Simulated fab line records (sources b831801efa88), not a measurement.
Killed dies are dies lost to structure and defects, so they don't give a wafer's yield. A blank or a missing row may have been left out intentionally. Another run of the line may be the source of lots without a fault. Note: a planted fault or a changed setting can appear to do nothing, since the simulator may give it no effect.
fab line records :: flow gf180mcu :: part 2 of 2: steps 27 to 39 of 39
record:
  lots: 5
  wafers: 15
  lastDay: 33
route steps=602 shown V2@403 M3@409 V3@429
lots untouched by any fault: they come from a run of this same line in which no faults occurred
startH: the number of hours between the record's first day and the start of the first shown wafer of the lot :: waitH: hours since the lot's step before :: " repeats the value in the row above :: L1.1+2: a row that stands for several wafers :: - value missing, or start not given :: * or withheld: withheld :: < > ~ a bound
route shown NAME@n: names a module that has steps shown in the file, with the first one's number in the route :: usual: mean/standard deviation taken from wafers without a fault :: same: alike in all rows :: chamber/n: place in a boat :: sites: each site's reading :: _std_site: standard deviation of those values :: _edge_site: mean of outer sites minus mean of inner sites :: radiusMm: for every site, how far away it sits from the centre of the wafer :: mask NAME#n: copy n :: behind: the tool/chamber that last shaped the wafer :: hold: what put the lot on hold/how long, in hours/how the hold closed :: device: the transistor (n, p or np) that didn't switch :: end of line: the same wafers' tests at the end of the route :: a step given without rows: its recipe and nothing more :: killed: not the wafer's yield, but the dies lost to structure and defects at the first sort :: map: the dies of a wafer, with x for killed, . for not killed, _ for no die there
set.NAME: the setting the step ran with; set.NAME@STEP: the setting that earlier step ran with :: model.NAME: the simulator's own value behind a step, which no gauge read
lots at some steps of the route; a table a step, a row a wafer
services: from which hour (startH, from the record's first day; less than 0 if before it) a tool's chamber was out of use, for how many hours, and why
== steps ==
step: GF_V3_CVD_00
recipe:
  material: SiO2
  targetThkNm: 600
  sigmaOpenFrac: 0.3
  tempC: 400
  timeS: 100
  sih4FlowSccm: 57.07
  pressureMtorr: 6
usual:
  pressureMtorr: 6.000/0.014
  sih4FlowSccm: 57.06/0.17
lot.wafer: L076.2
tool: hdpcvd-02
chamber: 0
startH: 508.61
waitH: 0.0
pressureMtorr: 5.995
sih4FlowSccm: 56.99

lot.wafer: L076.4
tool: hdpcvd-02
chamber: 1
startH: 508.61
waitH: 0.0
pressureMtorr: 6.016
sih4FlowSccm: 56.99

lot.wafer: L076.5
tool: hdpcvd-02
chamber: 2
startH: 508.61
waitH: 0.0
pressureMtorr: 5.997
sih4FlowSccm: 57.13

lot.wafer: L085.1
tool: hdpcvd-02
chamber: 0
startH: 580.59
waitH: 0.0
pressureMtorr: 5.996
sih4FlowSccm: 57.29

lot.wafer: L085.2
tool: hdpcvd-02
chamber: 2
startH: 580.59
waitH: 0.0
pressureMtorr: 5.995
sih4FlowSccm: 56.93

lot.wafer: L085.4
tool: hdpcvd-02
chamber: 2
startH: 580.59
waitH: 0.0
pressureMtorr: 5.997
sih4FlowSccm: 57.06

lot.wafer: L087.1
tool: hdpcvd-02
chamber: 0
startH: 601.77
waitH: 0.0
pressureMtorr: 5.997
sih4FlowSccm: 57.17

lot.wafer: L087.2
tool: hdpcvd-02
chamber: 2
startH: 601.77
waitH: 0.0
pressureMtorr: 5.999
sih4FlowSccm: 57.21

lot.wafer: L087.6
tool: hdpcvd-02
chamber: 2
startH: 601.77
waitH: 0.0
pressureMtorr: 6.016
sih4FlowSccm: 57.45

lot.wafer: L089.1
tool: hdpcvd-01
chamber: 1
startH: 623.00
waitH: 0.0
pressureMtorr: 6.030
sih4FlowSccm: 56.82

lot.wafer: L089.4
tool: hdpcvd-01
chamber: 2
startH: 623.00
waitH: 0.0
pressureMtorr: 6.027
sih4FlowSccm: 56.90

lot.wafer: L089.6
tool: hdpcvd-01
chamber: 1
startH: 623.00
waitH: 0.0
pressureMtorr: 6.011
sih4FlowSccm: 57.20

lot.wafer: L091.1
tool: hdpcvd-01
chamber: 0
startH: 629.69
waitH: 0.0
pressureMtorr: 6.005
sih4FlowSccm: 57.00

lot.wafer: L091.3
tool: hdpcvd-01
chamber: 1
startH: 629.69
waitH: 0.0
pressureMtorr: 6.005
sih4FlowSccm: 57.07

lot.wafer: L091.4
tool: hdpcvd-01
chamber: 1
startH: 629.69
waitH: 0.0
pressureMtorr: 6.018
sih4FlowSccm: 56.97
step: GF_V3_THK_MEAS_01
recipe:
  reads: SiO2_of_V3_CVD_00
usual:
  V3_CVD_00_THK: 573/6.1
lot.wafer: L076.2
tool: filmMetro-04
chamber: -
startH: 508.69
waitH: 0.0
V3_CVD_00_THK[nm]: 572

lot.wafer: L076.4
tool: filmMetro-04
chamber: -
startH: 508.69
waitH: 0.0
V3_CVD_00_THK[nm]: 580

lot.wafer: L076.5
tool: filmMetro-04
chamber: -
startH: 508.69
waitH: 0.0
V3_CVD_00_THK[nm]: 584

lot.wafer: L085.1
tool: filmMetro-02
chamber: -
startH: 580.70
waitH: 0.1
V3_CVD_00_THK[nm]: 575

lot.wafer: L085.2
tool: filmMetro-02
chamber: -
startH: 580.70
waitH: 0.1
V3_CVD_00_THK[nm]: 578

lot.wafer: L085.4
tool: filmMetro-02
chamber: -
startH: 580.70
waitH: 0.1
V3_CVD_00_THK[nm]: 581

lot.wafer: L087.1
tool: filmMetro-02
chamber: -
startH: 601.88
waitH: 0.1
V3_CVD_00_THK[nm]: 571

lot.wafer: L087.2
tool: filmMetro-02
chamber: -
startH: 601.88
waitH: 0.1
V3_CVD_00_THK[nm]: 580

lot.wafer: L087.6
tool: filmMetro-02
chamber: -
startH: 601.88
waitH: 0.1
V3_CVD_00_THK[nm]: 572

lot.wafer: L089.1
tool: filmMetro-04
chamber: -
startH: 623.07
waitH: 0.0
V3_CVD_00_THK[nm]: 561

lot.wafer: L089.4
tool: filmMetro-04
chamber: -
startH: 623.07
waitH: 0.0
V3_CVD_00_THK[nm]: 572

lot.wafer: L089.6
tool: filmMetro-04
chamber: -
startH: 623.07
waitH: 0.0
V3_CVD_00_THK[nm]: 566

lot.wafer: L091.1
tool: filmMetro-04
chamber: -
startH: 629.77
waitH: 0.0
V3_CVD_00_THK[nm]: 570

lot.wafer: L091.3
tool: filmMetro-04
chamber: -
startH: 629.77
waitH: 0.0
V3_CVD_00_THK[nm]: 555

lot.wafer: L091.4
tool: filmMetro-04
chamber: -
startH: 629.77
waitH: 0.0
V3_CVD_00_THK[nm]: 563
step: GF_V3_CVD_02
recipe:
  material: SiO2
  targetThkNm: 850
  precursor: TEOS
  tempC: 400
  timeS: 94.851
  rfW: 600
usual:
  heaterPowerW: 638/110
lot.wafer: L076.2
tool: pecvd-01
chamber: 2
startH: 508.74
waitH: 0.0
heaterPowerW: 658
sinceWetCleanH: 126

lot.wafer: L076.4
tool: pecvd-01
chamber: 2
startH: 508.74
waitH: 0.0
heaterPowerW: 675
sinceWetCleanH: -

lot.wafer: L076.5
tool: pecvd-01
chamber: 1
startH: 508.74
waitH: 0.0
heaterPowerW: 690
sinceWetCleanH: -

lot.wafer: L085.1
tool: pecvd-02
chamber: 2
startH: 580.76
waitH: 0.1
heaterPowerW: 464
sinceWetCleanH: 406

lot.wafer: L085.2
tool: pecvd-02
chamber: 1
startH: 580.76
waitH: 0.1
heaterPowerW: 762
sinceWetCleanH: 406

lot.wafer: L085.4
tool: pecvd-02
chamber: 2
startH: 580.76
waitH: 0.1
heaterPowerW: 497
sinceWetCleanH: -

lot.wafer: L087.1
tool: pecvd-02
chamber: 1
startH: 601.94
waitH: 0.1
heaterPowerW: 787
sinceWetCleanH: 427

lot.wafer: L087.2
tool: pecvd-02
chamber: 2
startH: 601.94
waitH: 0.1
heaterPowerW: 409
sinceWetCleanH: 427

lot.wafer: L087.6
tool: pecvd-02
chamber: 1
startH: 601.94
waitH: 0.1
heaterPowerW: 616
sinceWetCleanH: -

lot.wafer: L089.1
tool: pecvd-01
chamber: 1
startH: 623.13
waitH: 0.1
heaterPowerW: 593
sinceWetCleanH: 240

lot.wafer: L089.4
tool: pecvd-01
chamber: 0
startH: 623.13
waitH: 0.1
heaterPowerW: 720
sinceWetCleanH: -

lot.wafer: L089.6
tool: pecvd-01
chamber: 2
startH: 623.13
waitH: 0.1
heaterPowerW: 670
sinceWetCleanH: -

lot.wafer: L091.1
tool: pecvd-01
chamber: 1
startH: 629.83
waitH: 0.1
heaterPowerW: 599
sinceWetCleanH: 247

lot.wafer: L091.3
tool: pecvd-01
chamber: 2
startH: 629.83
waitH: 0.1
heaterPowerW: 610
sinceWetCleanH: 247

lot.wafer: L091.4
tool: pecvd-01
chamber: 2
startH: 629.83
waitH: 0.1
heaterPowerW: 683
sinceWetCleanH: -
step: GF_V3_THK_MEAS_03
recipe:
  reads: SiO2_of_V3_CVD_02
usual:
  V3_CVD_02_THK: 842/13
lot.wafer: L076.2
tool: filmMetro-03
chamber: -
startH: 508.82
waitH: 0.0
V3_CVD_02_THK[nm]: 833

lot.wafer: L076.4
tool: filmMetro-03
chamber: -
startH: 508.82
waitH: 0.0
V3_CVD_02_THK[nm]: 842

lot.wafer: L076.5
tool: filmMetro-03
chamber: -
startH: 508.82
waitH: 0.0
V3_CVD_02_THK[nm]: 858

lot.wafer: L085.1
tool: filmMetro-04
chamber: -
startH: 580.83
waitH: 0.0
V3_CVD_02_THK[nm]: 842

lot.wafer: L085.2
tool: filmMetro-04
chamber: -
startH: 580.83
waitH: 0.0
V3_CVD_02_THK[nm]: 840

lot.wafer: L085.4
tool: filmMetro-04
chamber: -
startH: 580.83
waitH: 0.0
V3_CVD_02_THK[nm]: 849

lot.wafer: L087.1
tool: filmMetro-04
chamber: -
startH: 602.01
waitH: 0.0
V3_CVD_02_THK[nm]: 827

lot.wafer: L087.2
tool: filmMetro-04
chamber: -
startH: 602.01
waitH: 0.0
V3_CVD_02_THK[nm]: 827

lot.wafer: L087.6
tool: filmMetro-04
chamber: -
startH: 602.01
waitH: 0.0
V3_CVD_02_THK[nm]: 829

lot.wafer: L089.1
tool: filmMetro-02
chamber: -
startH: 623.20
waitH: 0.0
V3_CVD_02_THK[nm]: 821

lot.wafer: L089.4
tool: filmMetro-02
chamber: -
startH: 623.20
waitH: 0.0
V3_CVD_02_THK[nm]: 843

lot.wafer: L089.6
tool: filmMetro-02
chamber: -
startH: 623.20
waitH: 0.0
V3_CVD_02_THK[nm]: 837

lot.wafer: L091.1
tool: filmMetro-04
chamber: -
startH: 629.89
waitH: 0.0
V3_CVD_02_THK[nm]: 821

lot.wafer: L091.3
tool: filmMetro-04
chamber: -
startH: 629.89
waitH: 0.0
V3_CVD_02_THK[nm]: 835

lot.wafer: L091.4
tool: filmMetro-04
chamber: -
startH: 629.89
waitH: 0.0
V3_CVD_02_THK[nm]: 843
step: GF_V3_CMP_04
recipe:
  material: SiO2
  downForcePsi: 4
  platenRpm: 60
  padVelocityMS: 0.94248
usual:
  motorCurrentA: 12.2/1
  timeToEndpointS: 78/6.2
lot.wafer: L076.2
tool: cmp-01
chamber: 2
startH: 508.87
waitH: 0.0
motorCurrentA: 12.2
timeToEndpointS: 74

lot.wafer: L076.4
tool: cmp-01
chamber: 1
startH: 508.87
waitH: 0.0
motorCurrentA: 10.5
timeToEndpointS: 73

lot.wafer: L076.5
tool: cmp-01
chamber: 3
startH: 508.87
waitH: 0.0
motorCurrentA: 13.2
timeToEndpointS: 81

lot.wafer: L085.2
tool: cmp-02
chamber: 3
startH: 580.89
waitH: 0.0
motorCurrentA: 13.2
timeToEndpointS: 82

lot.wafer: L085.1
tool: cmp-02
chamber: 1
startH: 580.89
waitH: 0.0
motorCurrentA: 12.1
timeToEndpointS: 81

lot.wafer: L085.4
tool: cmp-02
chamber: 2
startH: 580.89
waitH: 0.0
motorCurrentA: 11.6
timeToEndpointS: 84

lot.wafer: L087.2
tool: cmp-02
chamber: 1
startH: 602.07
waitH: 0.0
motorCurrentA: 11.0
timeToEndpointS: 74

lot.wafer: L087.1
tool: cmp-02
chamber: 2
startH: 602.07
waitH: 0.0
motorCurrentA: 11.4
timeToEndpointS: 73

lot.wafer: L087.6
tool: cmp-02
chamber: 2
startH: 602.07
waitH: 0.0
motorCurrentA: 11.7
timeToEndpointS: 74

lot.wafer: L089.1
tool: cmp-02
chamber: 2
startH: 623.26
waitH: 0.1
motorCurrentA: 11.2
timeToEndpointS: 73

lot.wafer: L089.4
tool: cmp-02
chamber: 1
startH: 623.26
waitH: 0.1
motorCurrentA: 11.6
timeToEndpointS: 80

lot.wafer: L089.6
tool: cmp-02
chamber: 2
startH: 623.26
waitH: 0.1
motorCurrentA: 10.8
timeToEndpointS: 78

lot.wafer: L091.1
tool: cmp-01
chamber: 1
startH: 629.95
waitH: 0.1
motorCurrentA: 10.6
timeToEndpointS: 63

lot.wafer: L091.3
tool: cmp-01
chamber: 2
startH: 629.95
waitH: 0.1
motorCurrentA: 12.4
timeToEndpointS: 74

lot.wafer: L091.4
tool: cmp-01
chamber: 0
startH: 629.95
waitH: 0.1
motorCurrentA: 12.7
timeToEndpointS: 82
step: GF_V3_BOW_MEAS_05
recipe:
  mode: bow
usual:
  V3_BOW: 116/9.4
lot.wafer: L076.2
tool: filmMetro-04
chamber: -
startH: 509.19
waitH: 0.3
V3_BOW[um]: 129

lot.wafer: L076.4
tool: filmMetro-04
chamber: -
startH: 509.19
waitH: 0.3
V3_BOW[um]: 138

lot.wafer: L076.5
tool: filmMetro-04
chamber: -
startH: 509.19
waitH: 0.3
V3_BOW[um]: 119

lot.wafer: L085.1
tool: filmMetro-03
chamber: -
startH: 581.19
waitH: 0.1
V3_BOW[um]: 125

lot.wafer: L085.2
tool: filmMetro-03
chamber: -
startH: 581.19
waitH: 0.1
V3_BOW[um]: 123

lot.wafer: L085.4
tool: filmMetro-03
chamber: -
startH: 581.19
waitH: 0.1
V3_BOW[um]: 118

lot.wafer: L087.1
tool: filmMetro-04
chamber: -
startH: 602.37
waitH: 0.2
V3_BOW[um]: 121

lot.wafer: L087.2
tool: filmMetro-04
chamber: -
startH: 602.37
waitH: 0.2
V3_BOW[um]: 110

lot.wafer: L087.6
tool: filmMetro-04
chamber: -
startH: 602.37
waitH: 0.2
V3_BOW[um]: 128

lot.wafer: L089.1
tool: filmMetro-04
chamber: -
startH: 623.56
waitH: 0.2
V3_BOW[um]: 119

lot.wafer: L089.4
tool: filmMetro-04
chamber: -
startH: 623.56
waitH: 0.2
V3_BOW[um]: 138

lot.wafer: L089.6
tool: filmMetro-04
chamber: -
startH: 623.56
waitH: 0.2
V3_BOW[um]: 127

lot.wafer: L091.1
tool: filmMetro-03
chamber: -
startH: 630.25
waitH: 0.2
V3_BOW[um]: 112

lot.wafer: L091.3
tool: filmMetro-03
chamber: -
startH: 630.25
waitH: 0.2
V3_BOW[um]: 106

lot.wafer: L091.4
tool: filmMetro-03
chamber: -
startH: 630.25
waitH: 0.2
V3_BOW[um]: 103
step: GF_V3_DEHYDRATE_06
recipe:
  tempC: 200
  timeS: 60
lot.wafer: L076.2+4+5
tool: lithoTrack-01
chamber: 0
startH: 520.08
waitH: 10.9

lot.wafer: L085.1+2+4
tool: lithoTrack-03
chamber: 0
startH: 591.01
waitH: 9.8

lot.wafer: L087.1+2+6
tool: lithoTrack-03
chamber: 0
startH: 612.26
waitH: 9.9

lot.wafer: L089.1+4+6
tool: lithoTrack-01
chamber: 0
startH: 633.05
waitH: 9.5

lot.wafer: L091.1+3+4
tool: lithoTrack-03
chamber: 0
startH: 640.16
waitH: 9.9
step: GF_V3_HMDS_07
recipe:
  primeTimeS: 60
  primeTempC: 120
lot.wafer: L076.2+4+5
tool: lithoTrack-01
chamber: 0
startH: 520.23
waitH: 0.1

lot.wafer: L085.1+2+4
tool: lithoTrack-03
chamber: 0
startH: 591.16
waitH: 0.1

lot.wafer: L087.1+2+6
tool: lithoTrack-03
chamber: 0
startH: 612.41
waitH: 0.1

lot.wafer: L089.1+4+6
tool: lithoTrack-01
chamber: 0
startH: 633.20
waitH: 0.1

lot.wafer: L091.1+3+4
tool: lithoTrack-03
chamber: 0
startH: 640.31
waitH: 0.1
step: GF_V3_COAT_08
recipe:
  resist: BARC
  tempC: withheld
  timeS: withheld
  spinRpm: withheld
  resistThkNm: withheld
lot.wafer: L076.2+4+5
tool: lithoTrack-01
chamber: 0
startH: 520.38
waitH: 0.1

lot.wafer: L085.1+2+4
tool: lithoTrack-03
chamber: 0
startH: 591.31
waitH: 0.1

lot.wafer: L087.1+2+6
tool: lithoTrack-03
chamber: 0
startH: 612.56
waitH: 0.1

lot.wafer: L089.1+4+6
tool: lithoTrack-01
chamber: 0
startH: 633.35
waitH: 0.1

lot.wafer: L091.1+3+4
tool: lithoTrack-03
chamber: 0
startH: 640.46
waitH: 0.1
step: GF_V3_COAT_09
recipe:
  resist: KrF
  spinRpm: withheld
  resistThkNm: 1000
lot.wafer: L076.2+4+5
tool: lithoTrack-01
chamber: 0
startH: -
waitH: -

lot.wafer: L085.1+2+4
tool: lithoTrack-03
chamber: 0
startH: -
waitH: -

lot.wafer: L087.1+2+6
tool: lithoTrack-03
chamber: 0
startH: -
waitH: -

lot.wafer: L089.1+4+6
tool: lithoTrack-01
chamber: 0
startH: -
waitH: -

lot.wafer: L091.1+3+4
tool: lithoTrack-03
chamber: 0
startH: -
waitH: -
step: GF_V3_SOFTBAKE_10
recipe:
  tempC: 130
  timeS: 60
  resist: KrF
lot.wafer: L076.2+4+5
tool: lithoTrack-01
chamber: 0
startH: -
waitH: -

lot.wafer: L085.1+2+4
tool: lithoTrack-03
chamber: 0
startH: -
waitH: -

lot.wafer: L087.1+2+6
tool: lithoTrack-03
chamber: 0
startH: -
waitH: -

lot.wafer: L089.1+4+6
tool: lithoTrack-01
chamber: 0
startH: -
waitH: -

lot.wafer: L091.1+3+4
tool: lithoTrack-03
chamber: 0
startH: -
waitH: -
step: GF_V3_EXPOSE_11
recipe:
  maskId: Via3
  targetCdNm: 260
  na: 0.68
  sourceShape: conventional
  sigmaOuter: 0.6
  doseMj: 38
usual:
  reticleTempC: 22.98/0.089
lot.wafer: L076.2
tool: krfScanner-02
chamber: 0
startH: -
waitH: -
mask: Via3#0
reticleTempC: 22.91

lot.wafer: L076.4
tool: krfScanner-02
chamber: 0
startH: -
waitH: -
mask: Via3#0
reticleTempC: 23.11

lot.wafer: L076.5
tool: krfScanner-02
chamber: 0
startH: -
waitH: -
mask: Via3#0
reticleTempC: 23.08

lot.wafer: L085.1
tool: krfScanner-01
chamber: 0
startH: -
waitH: -
mask: Via3#0
reticleTempC: 22.75

lot.wafer: L085.2
tool: krfScanner-01
chamber: 0
startH: -
waitH: -
mask: Via3#0
reticleTempC: 22.89

lot.wafer: L085.4
tool: krfScanner-01
chamber: 0
startH: -
waitH: -
mask: Via3#0
reticleTempC: 22.85

lot.wafer: L087.1
tool: krfScanner-02
chamber: 0
startH: -
waitH: -
mask: Via3#0
reticleTempC: 22.98

lot.wafer: L087.2
tool: krfScanner-02
chamber: 0
startH: -
waitH: -
mask: Via3#0
reticleTempC: 22.91

lot.wafer: L087.6
tool: krfScanner-02
chamber: 0
startH: -
waitH: -
mask: Via3#0
reticleTempC: 22.94

lot.wafer: L089.1
tool: krfScanner-02
chamber: 0
startH: -
waitH: -
mask: Via3#0
reticleTempC: 22.91

lot.wafer: L089.4
tool: krfScanner-02
chamber: 0
startH: -
waitH: -
mask: Via3#0
reticleTempC: 22.97

lot.wafer: L089.6
tool: krfScanner-02
chamber: 0
startH: -
waitH: -
mask: Via3#0
reticleTempC: 23.02

lot.wafer: L091.1
tool: krfScanner-01
chamber: 0
startH: -
waitH: -
mask: Via3#0
reticleTempC: 22.97

lot.wafer: L091.3
tool: krfScanner-01
chamber: 0
startH: -
waitH: -
mask: Via3#0
reticleTempC: 23.01

lot.wafer: L091.4
tool: krfScanner-01
chamber: 0
startH: -
waitH: -
mask: Via3#0
reticleTempC: 22.87
step: GF_V3_PEB_12
recipe:
  pebTempC: 135
  pebTimeS: 90
  resist: KrF
lot.wafer: L076.2+4+5
tool: lithoTrack-03
chamber: 0
startH: -
waitH: -

lot.wafer: L085.1+2+4
tool: lithoTrack-02
chamber: 0
startH: -
waitH: -

lot.wafer: L087.1+2+6
tool: lithoTrack-02
chamber: 0
startH: -
waitH: -

lot.wafer: L089.1+4+6
tool: lithoTrack-03
chamber: 0
startH: -
waitH: -

lot.wafer: L091.1+3+4
tool: lithoTrack-03
chamber: 0
startH: -
waitH: -
== services ==
tool: krfScanner-01
chamber: -
startH: 492.70
hours: 1.3
kind: pm

tool: cmp-02
chamber: -
startH: 493.99
hours: 3.3
kind: repair

tool: krfScanner-01
chamber: -
startH: 494.16
hours: 0.8
kind: pm

tool: cmp-02
chamber: -
startH: 496.72
hours: 1.8
kind: repair

tool: krfScanner-02
chamber: -
startH: 507.97
hours: 1.5
kind: repair

tool: krfScanner-02
chamber: -
startH: 522.94
hours: 1.3
kind: pm

tool: krfScanner-02
chamber: -
startH: 524.24
hours: 3.6
kind: pm

tool: krfScanner-01
chamber: -
startH: 528.87
hours: 1.0
kind: pm

tool: krfScanner-01
chamber: -
startH: 537.78
hours: 3.6
kind: pm

tool: cmp-02
chamber: -
startH: 541.03
hours: 0.5
kind: repair

tool: krfScanner-01
chamber: -
startH: 544.50
hours: 0.6
kind: repair

tool: krfScanner-01
chamber: -
startH: 547.16
hours: 0.8
kind: pm

tool: pvdSputter-01
chamber: -
startH: 552.55
hours: 1.5
kind: repair

tool: krfScanner-01
chamber: -
startH: 557.05
hours: 0.2
kind: repair

tool: krfScanner-02
chamber: -
startH: 571.82
hours: 4.4
kind: pm

tool: cmp-01
chamber: -
startH: 572.00
hours: 4.0
kind: pm

tool: krfScanner-01
chamber: -
startH: 575.70
hours: 1.3
kind: repair

tool: krfScanner-02
chamber: -
startH: 577.03
hours: 1.0
kind: pm

tool: pvdSputter-01
chamber: -
startH: 607.61
hours: 1.4
kind: repair

tool: cmp-02
chamber: -
startH: 607.83
hours: 5.2
kind: pm

tool: pvdSputter-04
chamber: -
startH: 609.45
hours: 2.5
kind: repair

tool: cmp-02
chamber: -
startH: 632.09
hours: 13.2
kind: pm

tool: pvdSputter-03
chamber: -
startH: 632.72
hours: 5.4
kind: repair

tool: cmp-01
chamber: -
startH: 645.28
hours: 4.5
kind: pm
